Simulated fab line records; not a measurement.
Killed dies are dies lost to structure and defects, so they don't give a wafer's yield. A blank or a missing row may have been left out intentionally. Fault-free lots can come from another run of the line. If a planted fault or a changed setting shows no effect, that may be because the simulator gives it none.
Comparing a struck lot with a sound one ; flow sky130 ; 24 out of 708 route steps
Sound: the wafers L292.2, L292.3, L292.6. The struck wafers were L287.4, L287.5, L287.6. Last of all comes the cause.
Each step with rows lists, per side, the tool, then ch with its chambers, then its first start. Under that, the readings that differ: sound wafers ; struck wafers ; difference of the means ; sigmas: that difference in standard deviations of wafers without a fault.
alike: readings whose means differ by less than 2 such deviations, and words and numbers that are the same on both sides. not compared: withheld readings, readings that some wafer has no value for, bounds like >300 that may hide the same value, and numbers for which the record gives no deviation and whose values overlap.
The two part at a step that has a row with sigmas, a row that says differs or no value, or rows on one side only. When numbers do not overlap yet have no deviation, they are printed without sigmas and do not part them. Lack of a reading on every wafer of one side parts them only where that side has two or more wafers.

first, 4 steps without rows for these wafers: SKY_CAP2M_SOFTBAKE_08 (time 60 s); SKY_CAP2M_EXPOSE_09 (exposes mask CAP2M, target cd 1000 nm); SKY_CAP2M_PEB_10; SKY_CAP2M_DEVELOP_11 (develop time 60 s).
SKY_CAP2M_OVL_MEAS_12:
  sound: overlay-02 at day 45 21:26; struck: overlay-01 at day 44 21:21
  alike: CAP2M_OVL
SKY_CAP2M_METAL_ETCH_13: etches TiN in Cl2/BCl3, stops on SiO2, target depth 220 nm, time 62.9 s.
  sound on rieMetal-03 ch 0,1, day 45 21:28; struck on rieMetal-02 ch 0,1, day 44 21:23
  alike: drypumpMotorCurrentA, oesProductAu, throttleValvePct
  not compared: rfHoursCounterH
SKY_CAP2M_STRIP_14: strips in O2/N2.
  sound on plasmaAsher-04 ch 0,1, day 45 21:32; struck on plasmaAsher-02 ch 0,1, day 44 21:28
  alike: drypumpMotorCurrentA, n2FlowSccm, oesProductAu, stripTimeToEndpointS
  not compared: rfHoursCounterH
then, 5 steps without rows for these wafers: SKY_CAP2M_STRIP_15 (strips in post etch residue remover, time 1200 s); SKY_CAP2M_CLEAN_16 (cleans in IPA, time 180 s); SKY_CAP2M_CLEAN_17 (cleans in O3/DIW); SKY_METAL4_DEHYDRATE_05 (time 60 s); SKY_METAL4_HMDS_06 (prime time 60 s).
SKY_METAL4_COAT_07: resist thk 60 nm.
  sound on lithoTrack-02 ch 0, day 46 07:14; struck on lithoTrack-04 ch 0, day 45 07:18
reading;sound;struck;difference;sigmas
spinSpeedRpm (rpm);3001.4 3002.3 2999.4;2936.9 2938.6 2939.8;-62.6;-37
  alike: exhaustPa
then, 5 steps without rows for these wafers: SKY_METAL4_COAT_08 (resist thk 1140 nm); SKY_METAL4_SOFTBAKE_09 (time 90 s); SKY_METAL4_EXPOSE_10 (exposes mask MM4, target cd 300 nm); SKY_METAL4_PEB_11; SKY_METAL4_DEVELOP_12 (develop time 60 s).
SKY_METAL4_CD_MEAS_13: the cd target is 300 nm.
  sound: cdSem-02 at day 46 18:13; struck: cdSem-02 at day 45 19:32
  alike: cdNm
SKY_METAL4_OVL_MEAS_14:
  sound: overlay-02 at day 46 18:20; struck: overlay-02 at day 45 19:37
  alike: METAL4_OVL
SKY_METAL4_DESCUM_15: chemistry O2, time 8 s.
  sound on rieMetal-01 ch 1, day 46 18:22; struck on rieMetal-01 ch 0,1, day 45 19:38
  alike: drypumpMotorCurrentA, oesProductAu
  not compared: rfHoursCounterH
SKY_METAL4_ETCH_16: etches BARC in N2/H2, stops on SiO2, time 88.2 s, target depth 60 nm.
  sound on rieMetal-01 ch 1, day 46 18:27; struck on rieMetal-01 ch 0,1, day 45 19:41
reading;sound;struck;difference;sigmas
model.etch.depthNm (nm);60.08 60.24 60.17;60.53 60.65 60.49;+0.39;
  alike: drypumpMotorCurrentA, n2FlowSccm, oesProductAu, throttleValvePct
  not compared: rfHoursCounterH
SKY_METAL4_ETCH_17: etches SiO2 in C4F8/O2/Ar, stops on TiN, time 3.9 s, target depth 15 nm.
  sound on rieDiel-03 ch 0,3, day 46 18:37; struck on rieDiel-04 ch 0,1,3, day 45 19:46
reading;sound;struck;difference;sigmas
oesProductAu (a.u.);0.742 0.738 0.754;0.755 0.760 0.766;+0.016;+2
  not compared: rfHoursCounterH
-- the record jumps here: 3 days lie between the struck wafers' starts before and after (it left off in module METAL4 and takes up again in module PAD_OPEN, whose first step shown is number 708 of the route) --
SKY_PAD_OPEN_PROBE_99:
  only the struck wafers here have rows in the record (prober-01, day 49 05:51); the sound ones have none

WHERE THEY PART
Last at SKY_PAD_OPEN_PROBE_99 as far as this record goes, first at SKY_METAL4_COAT_07.

WHY: whatever the simulator had introduced
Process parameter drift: lithoTrack-04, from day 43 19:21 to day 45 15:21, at SKY_METAL4_COAT_07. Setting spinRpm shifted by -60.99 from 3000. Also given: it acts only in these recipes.
